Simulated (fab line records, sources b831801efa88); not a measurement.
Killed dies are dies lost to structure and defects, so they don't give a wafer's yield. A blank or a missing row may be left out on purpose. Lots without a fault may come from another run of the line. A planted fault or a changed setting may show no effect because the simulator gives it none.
Chamber matching | flow gf180mcu | GF_V2_CMP_04 on cmp-01: 4 sister chambers
The step polishes SiO2. 4 wafers are shown with their chamber, then 7 later ones without.

WAFERS WITH THEIR CHAMBER
wafer  | chamber | motor_current_A (A)
L497.4 | 2       | 10.3
L497.6 | 3       | 14.3
L502.1 | 1       | 15.0
L502.2 | 0       | 11.9

WAFERS WITHOUT THEIR CHAMBER
wafer  | motor_current_A (A)
L502.5 | 10.7
L508.1 | 13.4
L508.3 | 10.5
L508.5 | 10.4
L509.3 | 12.3
L509.4 | 15.5
L509.5 | 13.7

WHICH CHAMBER EACH WENT THROUGH
wafer  | from the rows above          | in truth
L502.5 | can't be placed: 2 or 0      | 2
L508.1 | can't be placed: 3 or 0 or 1 | 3
L508.3 | 2                            | 2
L508.5 | 2                            | 2
L509.3 | 0                            | 0
L509.4 | can't be placed: 1 or 3      | 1
L509.5 | can't be placed: 3 or 1      | 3
Placed correctly: 3 of 7. Can't be placed from these rows: 4 (the true chamber is among the candidates in 4). Placed wrongly: 0.
How it was worked out, from the rows above alone: a wafer's distance from a chamber is the root of the sum, over the readings, of the square of ((its reading less the chamber's mean) divided by the reading's scatter). The wafer belongs to the nearest chamber; if the next one is less than 2 further off, it can't be placed. A chamber's mean is the mean of its shown wafers. The scatter: with one shown wafer a chamber, the root of the mean of the squares of how far each hidden wafer lies from its nearest shown one.
